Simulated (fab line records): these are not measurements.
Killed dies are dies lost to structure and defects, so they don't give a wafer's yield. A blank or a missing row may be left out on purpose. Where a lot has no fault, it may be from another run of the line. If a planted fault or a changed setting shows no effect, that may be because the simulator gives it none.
Code-filled problem report in 8D (eight disciplines) form :: flow sky130 :: the parts of the form that need people (team, actions taken, sign-off) are left out

== 1. THE PROBLEM ==
killed_at_M4_up at SKY_PAD_OPEN_PROBE_99 reads a mean of 57.3 on 3 wafers of 1 lot; wafers without a fault read 3.0 with a standard deviation of 1.6. That puts it +34 standard deviations away from the usual mean.
First observed at day 50 03:31: wafer L639.4, on prober-01. Wafers with a number at this step in the record: 35, from 12 lots. By rule, "out" or "out of limits" means more than 4 standard deviations away from the usual mean. Any other wafer with a number is counted as sound.

== 2. WHAT IT IS; WHAT IT IS NOT ==
question: which readings at this step
is: killed_at_M4_up, defect-limited-yield, killed-dies
is not: killed_at_M0_to_M3, killed-at-contacts, killed-at-front-end, killed-at-other, killed-open, killed-short

question: which lots
is: L639
is not: L621, L626, L627, L628, L631, L632, L633, L635, L636, L637, L642

question: which wafers of those lots
is: all that have a number
is not: -

question: read on which tools
is: prober-01
is not: prober-02

question: when
is: from day 50 03:31
is not: up to then (29 sound wafers); but 3 sound wafers of L642 came after

== 3. SUSPECTS, AND WHAT RULES EACH OUT ==
Counting: a tool at a process step up to the reading stays a suspect if it ran every lot that is out and no sound lot after the first of them.
- rie-diel-04 at SKY_VIA3_ETCH_15 (etches SiO2 in C4F8/O2/Ar, stops on TiN, target depth 507 nm, time 78 s): kept. It ran the lot that is out, L639 (day 44 21:02), and no sound lot after that; its last sound lot up to then is L637 (day 44 12:22).
- plasma-asher-03 at SKY_CAP2M_STRIP_14 (strips in O2/N2): kept. It ran the lot that is out, L639 (day 45 19:45), and no sound lot after that; its last sound lot up to then is L632 (day 44 10:43).
- cvd-w-01 at SKY_VIA4_CVD_18 (deposits W, target thk 505 nm, time 152.14 s): kept. It ran the lot that is out, L639 (day 47 15:02), and no sound lot after that; its last sound lot up to then is L636 (day 47 03:35).
- rie-diel-04 at SKY_PASSIVATION_ETCH_11 (etches the open film in CF4/O2, stops on AlCu, target depth 725 nm, time 161.1 s): kept. It ran the lot that is out, L639 (day 49 07:49), and no sound lot after that; its last sound lot up to then is L636 (day 48 20:34).
- prober-01 at SKY_PAD_OPEN_PROBE_99: ruled out as a lasting fault. After its first lot that is out, L639 (day 50 03:31), sound lots L642 ran on it.
Left after counting: rie-diel-04 at SKY_VIA3_ETCH_15, plasma-asher-03 at SKY_CAP2M_STRIP_14, cvd-w-01 at SKY_VIA4_CVD_18, rie-diel-04 at SKY_PASSIVATION_ETCH_11.

== 4. THE CAUSE (what the simulator had put in) ==
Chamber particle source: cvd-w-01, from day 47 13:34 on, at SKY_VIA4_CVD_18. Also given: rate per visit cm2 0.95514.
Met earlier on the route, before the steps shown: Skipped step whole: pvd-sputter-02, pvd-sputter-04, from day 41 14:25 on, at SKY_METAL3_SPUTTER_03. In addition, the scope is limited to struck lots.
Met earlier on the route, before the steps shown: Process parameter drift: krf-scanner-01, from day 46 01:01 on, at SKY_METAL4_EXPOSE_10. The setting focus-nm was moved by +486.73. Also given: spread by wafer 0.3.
After counting, 4 suspects remain, this tool included.

== 5. THE CHAIN OF EFFECTS, in route order ==
One row per reading whose mean, taken over the struck wafers that have a number, lies over 3 standard deviations from the usual. Only readings for which the record gives a usual standard deviation are gone through. hours: the time from each lot's start at the first step in this table that gives one to its start at this step, as a median over the lots. sigmas: the change in usual standard deviations.
hours: 0
step: SKY_PAD_OPEN_PROBE_99
reading: defect-limited-yield
usual: 82.6 %
on struck wafers: 72.8
change: -9.8
sigmas: -5.4

hours: 0
step: SKY_PAD_OPEN_PROBE_99
reading: killed_at_M4_up
usual: 3.0
on struck wafers: 57.3
change: +54.3
sigmas: +34

hours: 0
step: SKY_PAD_OPEN_PROBE_99
reading: killed-dies
usual: 85
on struck wafers: 134
change: +49
sigmas: +5.6
Its process steps:
- SKY_PAD_OPEN_PROBE_99

== 6. WHAT WOULD HAVE CAUGHT IT SOONER ==
First out-of-limits reading in this record: day 50 03:31, which is 62 hours after fault onset at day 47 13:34.
An alarm limit of 4 standard deviations would not have fired on the tool readings at SKY_VIA4_CVD_18 for which the record gives a usual standard deviation, since none of them was out on any struck wafer.
Lots out: 1; all had begun SKY_VIA4_CVD_18 on cvd-w-01 by day 50 03:31. A hold on the tool at that time would have spared none of them.
